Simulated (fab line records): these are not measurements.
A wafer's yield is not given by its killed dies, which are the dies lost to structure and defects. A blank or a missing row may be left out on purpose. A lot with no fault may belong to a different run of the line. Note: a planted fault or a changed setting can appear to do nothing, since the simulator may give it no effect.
Which tool is to blame? -- flow sfq line -- 14 lots with 42 wafers sampled at 4 steps, on a route of 325 steps

== WHAT THE GAUGES SHOWED, per wafer ==
SFQ_M8_OVL_MEAS_948.
lot,measured,on,M8_OVL (nm)
L694,day 86 23:02,overlay-02,2 -5 -5
L698,day 91 08:13,overlay-02,-15 -4 -15
L700,day 92 00:13,overlay-02,8 1 -4
L701,day 92 12:14,overlay-01,1 -2 -3
L703,day 92 18:16,overlay-02,-5 -5 5
L704,day 93 00:14,overlay-02,-2 -1 -6
L705,day 93 02:38,overlay-02,-4 0 0
L707,day 93 12:14,overlay-02,-4 -6 3
L708,day 94 17:26,overlay-01,5 4 4
L709,day 94 22:15,overlay-01,9 5 1
L710,day 95 03:04,overlay-02,-11 -1 0
L712,day 95 15:02,overlay-02,-12 -11 -5
L715,day 97 20:26,overlay-02,-10 -7 -13
L716,day 97 21:38,overlay-02,9 3 -1

== TOOL THAT RAN EACH LOT (tool first, then ch and the chambers of the sampled wafers, then the start) ==
lot,SFQ_TRILAYER_M2_ETCH_METAL_ETCH_060,SFQ_TRILAYER_A5B_DEP_PECVD_129,SFQ_TRILAYER_I6_METRO_MEASURE_167
L694,"rie metal-04 ch 0,1, day 33 10:28","pecvd-02 ch 0,1, day 70 07:03","film metro-03, day 77 22:50"
L698,"rie metal-03 ch 0,1, day 41 09:43","pecvd-03 ch 0,1,2, day 71 05:59","film metro-01, day 78 13:13"
L700,"rie metal-03 ch 0,1, day 42 16:52","pecvd-03 ch 0,2, day 71 15:35","film metro-03, day 79 00:49"
L701,"rie metal-04 ch 0,1, day 43 12:07","pecvd-04 ch 0,1, day 73 04:54","film metro-03, day 79 07:13"
L703,"rie metal-03 ch 0,1, day 44 02:28","pecvd-03 ch 0,1,2, day 73 16:54","film metro-03, day 79 11:56"
L704,"rie metal-04 ch 0,1, day 44 08:31","pecvd-03 ch 1,2, day 74 03:42","film metro-03, day 79 22:53"
L705,"rie metal-04 ch 0,1, day 44 19:20","pecvd-02 ch 1,2, day 74 12:06","film metro-02, day 80 09:58"
L707,"rie metal-04 ch 0,1, day 45 15:27","pecvd-02 ch 1,2, day 74 21:44","film metro-02, day 80 15:21"
L708,"rie metal-02 ch 0,1, day 46 16:06","pecvd-03 ch 0,2, day 76 15:26","film metro-02, day 81 19:00"
L709,"rie metal-03 ch 0,1, day 46 20:54","pecvd-02 ch 0,1,2, day 76 17:50","film metro-03, day 81 21:31"
L710,"rie metal-03 ch 0,1, day 47 14:01","pecvd-04 ch 1,2, day 76 20:14","film metro-01, day 82 09:43"
L712,"rie metal-03 ch 0,1, day 47 21:09","pecvd-02 ch 0,1,2, day 77 02:14","film metro-03, day 83 02:28"
L715,"rie metal-04 ch 0,1, day 48 13:23","pecvd-04 ch 1,2, day 77 09:37","film metro-03, day 86 10:56"
L716,"rie metal-03 ch 0, day 48 23:03","pecvd-03 ch 0,2, day 77 10:38","film metro-01, day 86 12:16"
- SFQ_TRILAYER_M2_ETCH_METAL_ETCH_060: etches Nb in Cl2/Ar, stops on SiO2, target depth 240 nm, time 120 s.
- SFQ_TRILAYER_A5B_DEP_PECVD_129: deposits SiO2 from SiH4/N2O, time 133.33 s, target thk 600 nm.
- SFQ_TRILAYER_I6_METRO_MEASURE_167

== AS READ BY THE TOOLS THEMSELVES (means over the sampled wafers that have a number; for cases with no such wafer, the mark the record gives instead) ==
SFQ_TRILAYER_M2_ETCH_METAL_ETCH_060.
lot,tool,drypump motor current A (A),oes product au (a.u.)
L694,rie metal-04,6.0,0.891
L698,rie metal-03,5.3,0.894
L700,rie metal-03,5.3,0.894
L701,rie metal-04,6.0,0.888
L703,rie metal-03,5.3,0.891
L704,rie metal-04,5.7,0.892
L705,rie metal-04,6.0,0.887
L707,rie metal-04,5.8,0.886
L708,rie metal-02,6.1,0.888
L709,rie metal-03,5.3,0.897
L710,rie metal-03,5.3,0.898
L712,rie metal-03,5.3,0.890
L715,rie metal-04,5.8,0.880
L716,rie metal-03,5.5,0.897

SFQ_TRILAYER_A5B_DEP_PECVD_129.
lot,tool,heater power w (W),run length s (s),throttle valve pct (%)
L694,pecvd-02,82,160.8,24.2
L698,pecvd-03,74,161.2,24.8
L700,pecvd-03,74,161.1,24.3
L701,pecvd-04,92,161.9,23.6
L703,pecvd-03,70,161.2,24.8
L704,pecvd-03,73,161.4,25.9
L705,pecvd-02,78,161.1,23.6
L707,pecvd-02,77,161.1,23.4
L708,pecvd-03,69,161.1,26.2
L709,pecvd-02,81,169.7,24.1
L710,pecvd-04,83,161.3,24.2
L712,pecvd-02,85,170.0,24.1
L715,pecvd-04,84,161.7,24.2
L716,pecvd-03,73,161.6,24.5

SFQ_TRILAYER_I6_METRO_MEASURE_167.
lot,tool,thk nm (nm)
L694,film metro-03,200.3
L698,film metro-01,200.4
L700,film metro-03,200.2
L701,film metro-03,199.8
L703,film metro-03,200.3
L704,film metro-03,199.4
L705,film metro-02,200.4
L707,film metro-02,199.6
L708,film metro-02,199.9
L709,film metro-03,199.0
L710,film metro-01,198.9
L712,film metro-03,198.6
L715,film metro-03,200.1
L716,film metro-01,199.2

== THE ANSWER, worked out from the rows above alone ==
Rule: usual is defined by the lots themselves. Put in order of their means at a reading, lots are off if they are a third of the lots or fewer, leave a main group of 4 or more, and stand apart from it by a gap of 3 or more times the standard deviation of the main group's means; of several such gaps the widest counts. If all means in a main group match to the digits the tables above print for the reading, that group is not used. A lot without any number at a reading at which 4 lots or more have one is off too. Any other lot the step has rows for is counted as sound. Order of review: gauges by route order, followed by the tools' own readings, for which a lot's mean as printed above is used. At the first step where some lot is off, the reading lying furthest off is the one used; lots without a number count as furthest.
Off, at SFQ_TRILAYER_A5B_DEP_PECVD_129 on run length s: L709, L712. Mean 161.3 s and standard deviation 0.3 in the main group.
If a tool, at that step or one of the process steps before it, ran each lot that is off and ran no sound lot following the first of them, it fits. One candidate fits, namely pecvd-02 at SFQ_TRILAYER_A5B_DEP_PECVD_129. A fault onset in the window from L707 (day 74 21:44, its last sound lot) to L709 (day 76 17:50, its first lot off) fits.
On the lots that are off, the tool's own readings at SFQ_TRILAYER_A5B_DEP_PECVD_129 differ by more than 5 times the standard deviation of the sound lots' means, which bears it out; run length s reads 169.8 s there versus 161.3 s on the sound lots.

== WHAT THE SIMULATOR HAD PUT IN ==
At SFQ_TRILAYER_A5B_DEP_PECVD_129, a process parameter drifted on pecvd-02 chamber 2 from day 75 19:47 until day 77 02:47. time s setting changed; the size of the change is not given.
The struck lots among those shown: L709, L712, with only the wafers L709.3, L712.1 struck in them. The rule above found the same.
